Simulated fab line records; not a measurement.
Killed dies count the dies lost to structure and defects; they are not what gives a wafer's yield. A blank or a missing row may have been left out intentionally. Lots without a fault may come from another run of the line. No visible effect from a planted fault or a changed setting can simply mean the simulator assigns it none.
The tool behind it: which one? / flow sky130 / 11 lots, 33 wafers sampled, at 5 steps of a route of 708

== WHAT EACH GAUGE READ, for each wafer ==
SKY_VIA2_THK_MEAS_01. Usual: VIA2_HDPCVD_THK gives 1185 nm (standard deviation 13).
lot=L209; measured=day 35 14:53; on=film_metro-03; VIA2_HDPCVD_THK (nm)=1184 1186 1181; flag=
lot=L212; measured=day 36 14:11; on=film_metro-02; VIA2_HDPCVD_THK (nm)=1193 1185 1198; flag=
lot=L213; measured=day 36 15:17; on=film_metro-02; VIA2_HDPCVD_THK (nm)=1180 1181 1172; flag=
lot=L216; measured=day 37 16:46; on=film_metro-02; VIA2_HDPCVD_THK (nm)=1184 1181 1195; flag=
lot=L215; measured=day 37 17:10; on=film_metro-02; VIA2_HDPCVD_THK (nm)=1188 1189 1191; flag=
lot=L217; measured=day 38 07:53; on=film_metro-01; VIA2_HDPCVD_THK (nm)=1180 1173 1173; flag=
lot=L221; measured=day 39 12:51; on=film_metro-03; VIA2_HDPCVD_THK (nm)=1211 1199 1204; flag=
lot=L223; measured=day 39 20:47; on=film_metro-03; VIA2_HDPCVD_THK (nm)=1298 1300 1310; flag=OFF
lot=L224; measured=day 40 08:35; on=film_metro-01; VIA2_HDPCVD_THK (nm)=1326 1311 1323; flag=OFF
lot=L229; measured=day 41 14:48; on=film_metro-02; VIA2_HDPCVD_THK (nm)=1172 1164 1177; flag=
lot=L230; measured=day 41 19:13; on=film_metro-01; VIA2_HDPCVD_THK (nm)=1179 1178 1189; flag=

SKY_VIA2_THK_MEAS_23: measures by xrf. Usual: VIA2_W_THK gives 435 nm (standard deviation 6.6).
lot=L209; measured=day 36 18:48; on=film_metro-03; VIA2_W_THK (nm)=435 436 425; flag=
lot=L212; measured=day 37 18:07; on=film_metro-02; VIA2_W_THK (nm)=423 427 426; flag=
lot=L213; measured=day 37 19:27; on=film_metro-02; VIA2_W_THK (nm)=436 432 435; flag=
lot=L216; measured=day 38 21:10; on=film_metro-02; VIA2_W_THK (nm)=438 446 440; flag=
lot=L215; measured=day 38 21:17; on=film_metro-03; VIA2_W_THK (nm)=431 427 428; flag=
lot=L217; measured=day 39 10:18; on=film_metro-02; VIA2_W_THK (nm)=432 438 434; flag=
lot=L221; measured=day 40 15:23; on=film_metro-01; VIA2_W_THK (nm)=430 429 433; flag=
lot=L223; measured=day 40 22:47; on=film_metro-02; VIA2_W_THK (nm)=442 437 438; flag=
lot=L224; measured=day 41 10:19; on=film_metro-03; VIA2_W_THK (nm)=435 431 437; flag=
lot=L229; measured=day 42 15:52; on=film_metro-03; VIA2_W_THK (nm)=433 427 441; flag=
lot=L230; measured=day 42 21:18; on=film_metro-03; VIA2_W_THK (nm)=427 432 425; flag=

== WHICH TOOL RAN EACH LOT (tool, then ch and the chambers of the sampled wafers, then the start) ==
lot=L209; SKY_CONTACT_STRIP_19=plasma_asher-04 ch 0,1, day 31 23:51; SKY_VIA1_CVD_21=cvd_w-02 ch 0,1, day 34 10:11; SKY_VIA2_HDPCVD_00=hdpcvd-01 ch 1,2, day 35 14:45
lot=L212; SKY_CONTACT_STRIP_19=plasma_asher-04 ch 0,1, day 33 00:22; SKY_VIA1_CVD_21=cvd_w-02 ch 0,1, day 35 09:31; SKY_VIA2_HDPCVD_00=hdpcvd-01 ch 1,2, day 36 14:03
lot=L213; SKY_CONTACT_STRIP_19=plasma_asher-04 ch 0,1, day 33 01:57; SKY_VIA1_CVD_21=cvd_w-02 ch 0,1, day 35 11:19; SKY_VIA2_HDPCVD_00=hdpcvd-01 ch 0,1, day 36 15:08
lot=L216; SKY_CONTACT_STRIP_19=plasma_asher-01 ch 0,1, day 34 04:17; SKY_VIA1_CVD_21=cvd_w-02 ch 0,1, day 36 13:16; SKY_VIA2_HDPCVD_00=hdpcvd-02 ch 1,2, day 37 16:37
lot=L215; SKY_CONTACT_STRIP_19=plasma_asher-03 ch 0,1, day 34 04:37; SKY_VIA1_CVD_21=cvd_w-02 ch 0,1, day 36 13:19; SKY_VIA2_HDPCVD_00=hdpcvd-01 ch 1,2, day 37 17:02
lot=L217; SKY_CONTACT_STRIP_19=plasma_asher-03 ch 0,1, day 34 20:16; SKY_VIA1_CVD_21=cvd_w-02 ch 0,1, day 37 04:46; SKY_VIA2_HDPCVD_00=hdpcvd-02 ch 1,2, day 38 07:44
lot=L221; SKY_CONTACT_STRIP_19=plasma_asher-01 ch 0,1, day 36 01:46; SKY_VIA1_CVD_21=cvd_w-01 ch 1, day 38 09:17; SKY_VIA2_HDPCVD_00=hdpcvd-01 ch 0,1,2, day 39 12:44
lot=L223; SKY_CONTACT_STRIP_19=plasma_asher-04 ch 0,1, day 36 08:13; SKY_VIA1_CVD_21=cvd_w-01 ch 0,1, day 38 17:16; SKY_VIA2_HDPCVD_00=hdpcvd-01 ch 0,2, day 39 20:39
lot=L224; SKY_CONTACT_STRIP_19=plasma_asher-04 ch 0,1, day 36 22:01; SKY_VIA1_CVD_21=cvd_w-01 ch 0,1, day 39 05:37; SKY_VIA2_HDPCVD_00=hdpcvd-01 ch 0,1,2, day 40 08:27
lot=L229; SKY_CONTACT_STRIP_19=plasma_asher-03 ch 0,1, day 38 07:19; SKY_VIA1_CVD_21=cvd_w-01 ch 0,1, day 40 13:08; SKY_VIA2_HDPCVD_00=hdpcvd-02 ch 0,1,2, day 41 14:40
lot=L230; SKY_CONTACT_STRIP_19=plasma_asher-01 ch 0,1, day 38 10:55; SKY_VIA1_CVD_21=cvd_w-01 ch 0,1, day 40 17:07; SKY_VIA2_HDPCVD_00=hdpcvd-02 ch 1,2, day 41 19:04
- SKY_CONTACT_STRIP_19: strips in O2/N2.
- SKY_VIA1_CVD_21: deposits W, target thk 270 nm, time 80.902 s.
- SKY_VIA2_HDPCVD_00: deposits SiO2, target thk 1180 nm, time 196.7 s.

== WHAT THE TOOLS THEMSELVES READ (means of the sampled wafers that have a number; where no wafer has one, the mark that the record gives instead) ==
SKY_CONTACT_STRIP_19. Usual: drypump_motor_current_A 5.6 A, standard deviation 0.31; n2_flow_sccm 300.1 sccm, standard deviation 0.87; oes_product_au 0.381 a.u., standard deviation 0.0052; strip_time_to_endpoint_s 3.628 s, standard deviation 0.027.
lot=L209; tool=plasma_asher-04; drypump_motor_current_A (A)=5.5; n2_flow_sccm (sccm)=301.1; oes_product_au (a.u.)=0.379; strip_time_to_endpoint_s (s)=3.599; flag=
lot=L212; tool=plasma_asher-04; drypump_motor_current_A (A)=5.4; n2_flow_sccm (sccm)=300.6; oes_product_au (a.u.)=0.381; strip_time_to_endpoint_s (s)=3.645; flag=
lot=L213; tool=plasma_asher-04; drypump_motor_current_A (A)=5.5; n2_flow_sccm (sccm)=299.9; oes_product_au (a.u.)=0.381; strip_time_to_endpoint_s (s)=3.636; flag=
lot=L216; tool=plasma_asher-01; drypump_motor_current_A (A)=5.8; n2_flow_sccm (sccm)=300.3; oes_product_au (a.u.)=0.382; strip_time_to_endpoint_s (s)=3.633; flag=
lot=L215; tool=plasma_asher-03; drypump_motor_current_A (A)=5.4; n2_flow_sccm (sccm)=299.4; oes_product_au (a.u.)=0.382; strip_time_to_endpoint_s (s)=3.619; flag=
lot=L217; tool=plasma_asher-03; drypump_motor_current_A (A)=5.4; n2_flow_sccm (sccm)=300.9; oes_product_au (a.u.)=0.379; strip_time_to_endpoint_s (s)=3.627; flag=
lot=L221; tool=plasma_asher-01; drypump_motor_current_A (A)=6.0; n2_flow_sccm (sccm)=299.1; oes_product_au (a.u.)=0.381; strip_time_to_endpoint_s (s)=3.634; flag=
lot=L223; tool=plasma_asher-04; drypump_motor_current_A (A)=5.5; n2_flow_sccm (sccm)=299.7; oes_product_au (a.u.)=0.377; strip_time_to_endpoint_s (s)=3.638; flag=
lot=L224; tool=plasma_asher-04; drypump_motor_current_A (A)=5.4; n2_flow_sccm (sccm)=300.9; oes_product_au (a.u.)=0.379; strip_time_to_endpoint_s (s)=3.616; flag=
lot=L229; tool=plasma_asher-03; drypump_motor_current_A (A)=5.5; n2_flow_sccm (sccm)=299.2; oes_product_au (a.u.)=0.386; strip_time_to_endpoint_s (s)=3.642; flag=
lot=L230; tool=plasma_asher-01; drypump_motor_current_A (A)=6.0; n2_flow_sccm (sccm)=299.3; oes_product_au (a.u.)=0.382; strip_time_to_endpoint_s (s)=3.648; flag=

SKY_VIA1_CVD_21. Usual: heater_power_w at 853 W, with a standard deviation of 97.
lot=L209; tool=cvd_w-02; heater_power_w (W)=798; flag=
lot=L212; tool=cvd_w-02; heater_power_w (W)=878; flag=
lot=L213; tool=cvd_w-02; heater_power_w (W)=883; flag=
lot=L216; tool=cvd_w-02; heater_power_w (W)=808; flag=
lot=L215; tool=cvd_w-02; heater_power_w (W)=868; flag=
lot=L217; tool=cvd_w-02; heater_power_w (W)=824; flag=
lot=L221; tool=cvd_w-01; heater_power_w (W)=781; flag=
lot=L223; tool=cvd_w-01; heater_power_w (W)=851; flag=
lot=L224; tool=cvd_w-01; heater_power_w (W)=884; flag=
lot=L229; tool=cvd_w-01; heater_power_w (W)=848; flag=
lot=L230; tool=cvd_w-01; heater_power_w (W)=841; flag=

SKY_VIA2_HDPCVD_00. Usual: run_length_s at 224.5 s, with a standard deviation of 0.5.
lot=L209; tool=hdpcvd-01; run_length_s (s)=224.5; flag=
lot=L212; tool=hdpcvd-01; run_length_s (s)=224.1; flag=
lot=L213; tool=hdpcvd-01; run_length_s (s)=224.8; flag=
lot=L216; tool=hdpcvd-02; run_length_s (s)=224.2; flag=
lot=L215; tool=hdpcvd-01; run_length_s (s)=224.4; flag=
lot=L217; tool=hdpcvd-02; run_length_s (s)=224.4; flag=
lot=L221; tool=hdpcvd-01; run_length_s (s)=224.4; flag=
lot=L223; tool=hdpcvd-01; run_length_s (s)=243.9; flag=OFF
lot=L224; tool=hdpcvd-01; run_length_s (s)=243.9; flag=OFF
lot=L229; tool=hdpcvd-02; run_length_s (s)=224.6; flag=
lot=L230; tool=hdpcvd-02; run_length_s (s)=224.0; flag=

== THE ANSWER, worked out from the rows above alone ==
Rule: take the mean of a lot's wafers that have a number; if it is more than 3 standard deviations from the usual mean, the lot is off. A lot without any number at a reading at which 4 lots or more have one is off too. Any other lot the step has rows for is counted as sound. The gauges are gone through in route order, then the tools' own readings, and for those a lot's mean is taken as printed above. At the first step where some lot is off, the reading lying furthest off is the one used; lots without a number count as furthest.
Off: L223, L224, seen at SKY_VIA2_THK_MEAS_01 (VIA2_HDPCVD_THK).
If a tool, at a process step before that reading, ran all the lots that are off and no sound lot after the first of them, it fits. The gauges at SKY_VIA2_THK_MEAS_01 aren't tried: what is off there is off at SKY_VIA2_HDPCVD_00 too, on other tools, and a gauge's error can't cause that. This does not decide it: 2 tools fit, namely plasma_asher-04 at SKY_CONTACT_STRIP_19 and hdpcvd-01 at SKY_VIA2_HDPCVD_00.

== WHAT THE SIMULATOR HAD INSERTED ==
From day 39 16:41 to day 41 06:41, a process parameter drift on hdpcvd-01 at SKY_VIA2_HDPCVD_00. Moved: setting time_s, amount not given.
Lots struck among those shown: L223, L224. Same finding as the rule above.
